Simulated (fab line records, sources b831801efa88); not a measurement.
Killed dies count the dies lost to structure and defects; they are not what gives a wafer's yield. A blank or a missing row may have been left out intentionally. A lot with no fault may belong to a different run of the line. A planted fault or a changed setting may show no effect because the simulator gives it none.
fab line records    flow sky130
record: lots: 11  wafers: 33  last-day: 50
route steps=708 shown METAL4@600 CAP2M@604 PAD_OPEN@708
lots untouched by any fault: they come from a run of this same line in which no faults occurred
start-h: hours from the record's opening day to when the first of the lot's shown wafers began    wait-h: hours from the lot's prior step to this one    " identical to the entry in the row above    L1.1+2: one row covering several wafers at once    - no value present, or no start provided    * or withheld: withheld    < > ~ a bound
route shown NAME@n: NAME is a module with steps in the file, n the number in the route of the first one    usual: mean/standard deviation taken from wafers without a fault    same: alike in all rows    chamber/n: place in a boat    sites: the reading at each site    _std_site: their standard deviation    _edge_site: inner sites' mean taken away from outer sites' mean    radius-mm: for every site, how far away it sits from the centre of the wafer    mask NAME#n: copy n    behind: the most recent tool/chamber to have shaped the wafer    hold: what put the lot on hold/how long, in hours/how the hold closed    device: names the non-switching transistor (n, p or np)    end of line: the route-end tests of the same wafers    for a step that has no rows: nothing shown but its recipe    killed: not the wafer's yield, but the dies lost to structure and defects at the first sort    map: per-die view of a wafer (x killed, . not killed, _ where there is no die)
set.NAME: the setting as run; set.NAME@STEP: as run at that earlier step    model.NAME: the simulator's own value behind a step, which no gauge read
route steps across a sampled set of lots; one table per step, one row per wafer
services: from which hour (start-h, from the record's first day; less than 0 if before it) a tool's chamber was out of use, for how many hours, and why
== steps ==
step: SKY_METAL4_SPUTTER_02
recipe: material: AlCu  target-thk-nm: 735  power-w: 10600  time-s: 39.1  chamber-pressure-pa: 0.4
usual: throttle-valve-pct: 30.8/1.1
lot.wafer  tool            chamber  start-h  wait-h  throttle-valve-pct
L629.1     pvd-sputter-02  -        935.60   0.0     30.4
L629.2     "               -        "        "       29.7
L629.3     "               -        "        "       29.1
L632.2     pvd-sputter-04  -        963.85   0.0     31.3
L632.5     "               -        "        "       29.5
L632.6     "               -        "        "       31.8
L634.1     pvd-sputter-04  -        982.60   0.0     31.9
L634.4     "               -        "        "       29.4
L634.5     "               -        "        "       29.5
L635.1     pvd-sputter-04  -        991.99   0.0     29.4
L635.2     "               -        "        "       31.0
L635.4     "               -        "        "       32.6
L640.1     pvd-sputter-02  -        1025.30  0.0     29.9
L640.2     "               -        "        "       30.4
L640.5     "               -        "        "       31.2
L641.1     pvd-sputter-04  -        1026.60  0.0     31.7
L641.3     "               -        "        "       32.2
L641.6     "               -        "        "       30.8
L642.1     pvd-sputter-04  -        1055.87  0.0     29.5
L642.4     "               -        "        "       30.7
L642.5     "               -        "        "       32.3
L644.3     pvd-sputter-02  -        1055.91  0.0     29.1
L644.5     "               -        "        "       29.1
L644.6     "               -        "        "       29.8
L646.1     pvd-sputter-04  -        1062.00  0.0     32.6
L646.3     "               -        "        "       30.9
L646.4     "               -        "        "       32.0
L647.1     pvd-sputter-04  -        1062.46  0.0     31.8
L647.4     "               -        "        "       30.8
L647.5     "               -        "        "       32.6
L649.3     pvd-sputter-03  -        1069.84  0.0     32.1
L649.4     "               -        "        "       31.8
L649.6     "               -        "        "       30.1
step: SKY_METAL4_SPUTTER_04
recipe: material: TiN  target-thk-nm: 70  power-w: 6500  time-s: 58.3  chamber-pressure-pa: 0.4
usual: throttle-valve-pct: 30.8/1.1
lot.wafer  tool            chamber  start-h  wait-h  throttle-valve-pct
L629.1     pvd-sputter-02  -        935.66   0.0     30.2
L629.2     "               -        "        "       29.9
L629.3     "               -        "        "       29.4
L632.2     pvd-sputter-04  -        963.91   0.0     31.6
L632.5     "               -        "        "       29.6
L632.6     "               -        "        "       32.0
L634.1     pvd-sputter-04  -        982.66   0.0     31.8
L634.4     "               -        "        "       29.8
L634.5     "               -        "        "       29.5
L635.1     pvd-sputter-04  -        992.04   0.0     29.6
L635.2     "               -        "        "       30.9
L635.4     "               -        "        "       32.6
L640.1     pvd-sputter-02  -        1025.36  0.0     29.6
L640.2     "               -        "        "       30.3
L640.5     "               -        "        "       31.3
L641.1     pvd-sputter-04  -        1026.66  0.0     31.6
L641.3     "               -        "        "       32.5
L641.6     "               -        "        "       31.0
L642.1     pvd-sputter-04  -        1055.93  0.0     29.5
L642.4     "               -        "        "       30.8
L642.5     "               -        "        "       32.3
L644.3     pvd-sputter-02  -        1055.97  0.0     29.1
L644.5     "               -        "        "       29.2
L644.6     "               -        "        "       30.1
L646.1     pvd-sputter-04  -        1062.05  0.0     32.7
L646.3     "               -        "        "       30.9
L646.4     "               -        "        "       31.7
L647.1     pvd-sputter-04  -        1062.51  0.0     31.5
L647.4     "               -        "        "       30.9
L647.5     "               -        "        "       32.3
L649.3     pvd-sputter-03  -        1069.89  0.0     32.1
L649.4     "               -        "        "       31.9
L649.6     "               -        "        "       29.5
step: SKY_CAP2M_THK_MEAS_01
recipe: reads: SiO2_of_CAP2M_CVD_00
usual: CAP2M_CVD_00_THK: 15.54/0.22
lot.wafer  tool           chamber  start-h  wait-h  CAP2M_CVD_00_THK[nm]
L629.1     film-metro-01  -        935.73   -       15.22
L629.2     "              -        "        "       15.15
L629.3     "              -        "        "       15.16
L632.2     film-metro-04  -        963.99   -       15.48
L632.5     "              -        "        "       15.64
L632.6     "              -        "        "       15.62
L634.1     film-metro-03  -        982.73   -       15.46
L634.4     "              -        "        "       15.59
L634.5     "              -        "        "       15.36
L635.1     film-metro-01  -        992.11   -       15.63
L635.2     "              -        "        "       15.68
L635.4     "              -        "        "       15.70
L640.1     film-metro-01  -        1025.43  -       15.23
L640.2     "              -        "        "       15.46
L640.5     "              -        "        "       15.71
L641.1     film-metro-04  -        1026.74  -       15.43
L641.3     "              -        "        "       15.49
L641.6     "              -        "        "       15.45
L642.1     film-metro-04  -        1056.00  -       15.36
L642.4     "              -        "        "       15.59
L642.5     "              -        "        "       15.57
L644.3     film-metro-01  -        1056.06  -       15.36
L644.5     "              -        "        "       15.63
L644.6     "              -        "        "       15.83
L646.1     film-metro-04  -        1062.12  -       15.34
L646.3     "              -        "        "       15.15
L646.4     "              -        "        "       15.42
L647.1     film-metro-04  -        1062.58  -       15.40
L647.4     "              -        "        "       15.65
L647.5     "              -        "        "       15.71
L649.3     film-metro-01  -        1069.98  -       15.15
L649.4     "              -        "        "       15.71
L649.6     "              -        "        "       15.29
step: SKY_METAL4_CD_MEAS_13
recipe: target-cd-nm: 300
usual: cd-nm: 300.2/1.4
lot.wafer  tool       chamber  start-h  wait-h  cd-nm
L629.1     cd-sem-01  -        983.94   -       299.6
L629.2     "          -        "        "       298.7
L629.3     "          -        "        "       299.6
L632.2     cd-sem-02  -        1012.04  -       300.8
L632.5     "          -        "        "       301.0
L632.6     "          -        "        "       302.1
L634.1     cd-sem-01  -        1029.38  -       299.5
L634.4     "          -        "        "       300.7
L634.5     "          -        "        "       298.5
L635.1     cd-sem-02  -        1038.64  -       302.7
L635.2     "          -        "        "       303.5
L635.4     "          -        "        "       302.6
L640.1     cd-sem-01  -        1069.88  -       298.7
L640.2     "          -        "        "       297.8
L640.5     "          -        "        "       298.2
L641.1     cd-sem-01  -        1070.83  -       299.0
L641.3     "          -        "        "       299.0
L641.6     "          -        "        "       300.5
L642.1     cd-sem-01  -        1097.38  -       299.0
L642.4     "          -        "        "       299.7
L642.5     "          -        "        "       298.7
L644.3     cd-sem-02  -        1097.77  -       298.7
L644.5     "          -        "        "       298.9
L644.6     "          -        "        "       298.5
L646.1     cd-sem-01  -        1104.33  -       300.7
L646.3     "          -        "        "       301.4
L646.4     "          -        "        "       301.5
L647.1     cd-sem-01  -        1104.68  -       299.5
L647.4     "          -        "        "       298.8
L647.5     "          -        "        "       299.4
L649.3     cd-sem-01  -        1112.22  -       299.5
L649.4     "          -        "        "       300.0
L649.6     "          -        "        "       299.0
step: SKY_METAL4_METAL_ETCH_18
recipe: target-depth-a: 8450  stop-on: SiO2  over-etch-frac: 0.3  time-s: 183.1  chemistry: Cl2/BCl3  resist-sidewall-deg: 88  pressure-mtorr: 10  icp-w: 900  bias-w: 48.5  Cl2_flow_sccm: 60  bcl3-flow-sccm: 30
usual: drypump-motor-current-A: 5.8/0.31  oes-product-au: 0.865/0.0057  throttle-valve-pct: 22.265/0.0081
lot.wafer  tool          chamber  start-h  wait-h  drypump-motor-current-A  oes-product-au  rf-hours-counter-h  throttle-valve-pct
L629.1     rie-metal-03  0        984.24   0.0     5.6                      0.857           14                  22.256
L629.2     "             1        "        "       5.9                      0.864           3                   22.258
L629.3     "             1        "        "       5.9                      0.866           -                   22.255
L632.2     rie-metal-04  0        1012.39  0.1     6.1                      0.869           -                   22.252
L632.5     "             0        "        "       6.1                      0.871           -                   22.266
L632.6     "             0        "        "       6.1                      0.867           -                   22.261
L634.1     rie-metal-02  1        1029.81  0.0     5.7                      0.874           14                  22.256
L634.4     "             0        "        "       4.8                      0.870           -                   22.263
L634.5     "             0        "        "       4.8                      0.866           -                   22.268
L635.1     rie-metal-04  0        1038.94  0.0     6.1                      0.861           19                  22.277
L635.2     "             1        "        "       6.0                      0.862           0                   22.275
L635.4     "             0        "        "       6.1                      0.867           -                   22.255
L640.1     rie-metal-04  0        1070.18  0.0     6.1                      0.864           21                  22.264
L640.2     "             1        "        "       6.0                      0.866           2                   22.261
L640.5     "             1        "        "       6.0                      0.871           -                   22.271
L641.1     rie-metal-03  1        1071.13  0.0     5.9                      0.870           9                   22.256
L641.3     "             0        "        "       5.6                      0.870           -                   22.266
L641.6     "             0        "        "       5.6                      0.863           -                   22.274
L642.1     rie-metal-04  1        1097.68  0.0     6.0                      0.914           5                   22.273
L642.4     "             1        "        "       6.0                      0.910           -                   22.261
L642.5     "             1        "        "       6.0                      0.913           -                   22.253
L644.3     rie-metal-03  0        1098.09  0.1     5.6                      0.863           -                   22.262
L644.5     "             1        "        "       5.9                      0.868           -                   22.253
L644.6     "             0        "        "       5.6                      0.863           -                   22.244
L646.1     rie-metal-02  0        1104.63  0.0     4.8                      0.920           9                   22.260
L646.3     "             1        "        "       5.7                      0.918           -                   22.259
L646.4     "             0        "        "       4.8                      0.919           -                   22.264
L647.1     rie-metal-03  0        1104.98  0.0     5.6                      0.924           23                  22.262
L647.4     "             1        "        "       6.0                      0.925           -                   22.269
L647.5     "             1        "        "       6.0                      0.924           -                   22.264
L649.3     rie-metal-03  1        1112.54  0.1     5.9                      0.878           -                   22.269
L649.4     "             0        "        "       5.6                      0.870           -                   22.277
L649.6     "             1        "        "       5.9                      0.861           -                   22.260
step: SKY_PAD_OPEN_PROBE_99
usual: defect-limited-yield: 82.5/2.1  killed_at_M0_to_M3: 43/7.7  killed_at_M4_up: 3.4/1.9  killed-at-contacts: 25/5.6  killed-at-front-end: 14/4.3  killed-at-other: 0.2/0.5  killed-dies: 86/10  killed-open: 47/7.2  killed-short: 39/6.7  sort_bin_3_pad_short: 0.9/0.46  sort_bin_5_function: 10.4/1.5  sort_bin_6_memory: 6.2/1.2  sort-n-pass: 406/10  sort-yield-pct: 82.5/2.1
same: gross-dies: 492  killed-at-back-side: 0  sort_bin_4_leakage[%]: 0  sort_bin_8_speed[%]: 0
lot.wafer  tool       chamber  start-h  wait-h  defect-limited-yield[%]  killed_at_M0_to_M3  killed_at_M4_up  killed-at-contacts  killed-at-front-end  killed-at-other  killed-dies  killed-open  killed-short  sort_bin_3_pad_short[%]  sort_bin_5_function[%]  sort_bin_6_memory[%]  sort-n-pass  sort-yield-pct[%]
L641.1     prober-01  -        1156.21  0.1     80.1                     52                  3                30                  13                   0                98           58           40            0.8                      11.8                    7.3                   394          80.1
L641.3     prober-01  -        1156.31  0.2     83.3                     43                  5                27                  7                    0                82           43           39            0.8                      10.4                    5.5                   410          83.3
L641.6     prober-01  -        1156.46  0.2     81.9                     43                  4                26                  16                   0                89           54           35            1.0                      11.4                    5.7                   403          81.9
killed by level:class
L641.1 VIA1:geometric-particle:open=12 VIA3:geometric-particle:open=12 CONTACT:geometric-particle:open=11 LI_CONTACT:geometric-particle:short=6 LI_CONTACT:geometric-particle:open=6 VIA2:geometric-particle:open=5 FIELD_ISO:geometric-particle:short=4 METAL1:geometric-particle:short=4
L641.3 VIA1:geometric-particle:open=10 CONTACT:geometric-particle:open=8 VIA3:geometric-particle:open=8 CONTACT:geometric-particle:short=7 LI_CONTACT:geometric-particle:open=6 VIA3:geometric-particle:short=5 VIA2:geometric-particle:open=4 METAL1:geometric-particle:short=4
L641.6 VIA1:geometric-particle:open=15 CONTACT:geometric-particle:open=13 VIA2:geometric-particle:open=7 LI_CONTACT:geometric-particle:open=6 METAL2:geometric-particle:short=6 FIELD_ISO:geometric-particle:short=4 VIA3:geometric-particle:open=4 METAL4:geometric-particle:short=4
== services ==
tool            chamber  start-h  hours  kind
pvd-sputter-03  1        916.95   -      consumable-replace:kit
pvd-sputter-03  1        916.95   18.0   scheduled-down
pvd-sputter-03  1        916.95   18.0   vent-cycle
rie-metal-03    1        921.64   -      clean
rie-metal-03    1        921.64   12.6   scheduled-down
rie-metal-03    1        921.64   12.6   vent-cycle
rie-metal-02    0        927.26   -      clean
rie-metal-04    -        940.30   0.7    repair
rie-metal-04    -        951.42   2.2    repair
rie-metal-02    -        973.19   2.8    pm
pvd-sputter-04  1        982.71   -      consumable-replace:kit
pvd-sputter-04  1        982.71   18.0   scheduled-down
pvd-sputter-04  1        982.71   18.0   vent-cycle
rie-metal-04    1        1007.08  -      clean
rie-metal-04    1        1007.08  29.9   scheduled-down
rie-metal-04    1        1007.08  29.9   vent-cycle
rie-metal-02    -        1021.32  0.3    repair
rie-metal-03    -        1031.37  1.9    repair
pvd-sputter-02  1        1054.81  -      consumable-replace:kit
pvd-sputter-02  1        1054.81  18.0   scheduled-down
pvd-sputter-02  1        1054.81  18.0   vent-cycle
pvd-sputter-04  0        1089.18  -      consumable-replace:kit
pvd-sputter-04  0        1089.18  18.0   scheduled-down
pvd-sputter-04  0        1089.18  18.0   vent-cycle
== key ==
first-sign: step: SKY_METAL4_METAL_ETCH_18  reading: oes-product-au  direction: up  sigmas: 9.3  usual: 0.865  struck: 0.919
effect none on later readings
met-at SKY_METAL4_SPUTTER_02
struck-lots L642,L646,L647
not-acting-at SKY_METAL4_SPUTTER_04,SKY_CAP2M_THK_MEAS_01,SKY_METAL4_CD_MEAS_13
onset-between 1026.60 1055.87
fault: kind: process-parameter-drift  tool: pvd-sputter-04  chamber: -  onset-h: 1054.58  steps: SKY_METAL4_SPUTTER_02  channel: time-s  offset: *  shape: step  end-h: 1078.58  acts-in: *  stated: *
